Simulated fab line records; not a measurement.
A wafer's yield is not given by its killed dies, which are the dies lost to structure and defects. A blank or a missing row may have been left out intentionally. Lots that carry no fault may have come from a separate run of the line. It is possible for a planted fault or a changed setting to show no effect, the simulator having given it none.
Chamber matching :: flow sky130 :: rie_diel-03 running SKY_VIA3_ETCH_14: 4 sister chambers
The step etches BARC in N2/H2, stops on SiO2, time 45.9 s, target depth 60 nm. 4 wafers are shown with their chamber, then 9 later ones without.

EACH WAFER AND ITS CHAMBER
wafer: L083.3
chamber: 2
drypump_motor_current_A (A): 5.9

wafer: L088.1
chamber: 0
drypump_motor_current_A (A): 6.0

wafer: L088.3
chamber: 3
drypump_motor_current_A (A): 5.5

wafer: L088.4
chamber: 1
drypump_motor_current_A (A): 4.9

WAFERS MISSING THEIR CHAMBER
wafer: L092.1
drypump_motor_current_A (A): 5.5

wafer: L092.4
drypump_motor_current_A (A): 6.0

wafer: L092.5
drypump_motor_current_A (A): 5.5

wafer: L093.1
drypump_motor_current_A (A): 5.9

wafer: L093.2
drypump_motor_current_A (A): 5.0

wafer: L093.4
drypump_motor_current_A (A): 5.9

wafer: L097.1
drypump_motor_current_A (A): 5.5

wafer: L097.4
drypump_motor_current_A (A): 5.9

wafer: L097.6
drypump_motor_current_A (A): 4.9

WHICH CHAMBER EACH ONE RAN IN
wafer: L092.1
from the rows above: 3
in truth: 3

wafer: L092.4
from the rows above: 0
in truth: 0

wafer: L092.5
from the rows above: 3
in truth: 3

wafer: L093.1
from the rows above: 2
in truth: 2

wafer: L093.2
from the rows above: 1
in truth: 1

wafer: L093.4
from the rows above: 2
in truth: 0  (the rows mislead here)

wafer: L097.1
from the rows above: 3
in truth: 3

wafer: L097.4
from the rows above: 2
in truth: 2

wafer: L097.6
from the rows above: 1
in truth: 1
8 of 9 placed correctly. Left unplaced by these rows: 0. Number placed wrongly: 1.
How it was worked out, from the rows above alone: a wafer's distance from a chamber is the root of the sum, over the readings, of the square of ((its reading less the chamber's mean) divided by the reading's scatter). If the next closest chamber is less than 2 further off than the closest, the wafer can't be placed; otherwise it belongs to the closest. A chamber's mean is the mean of its shown wafers. The scatter (one wafer shown for each chamber): square how far every hidden wafer sits from the nearest shown wafer, average those squares and take the square root.
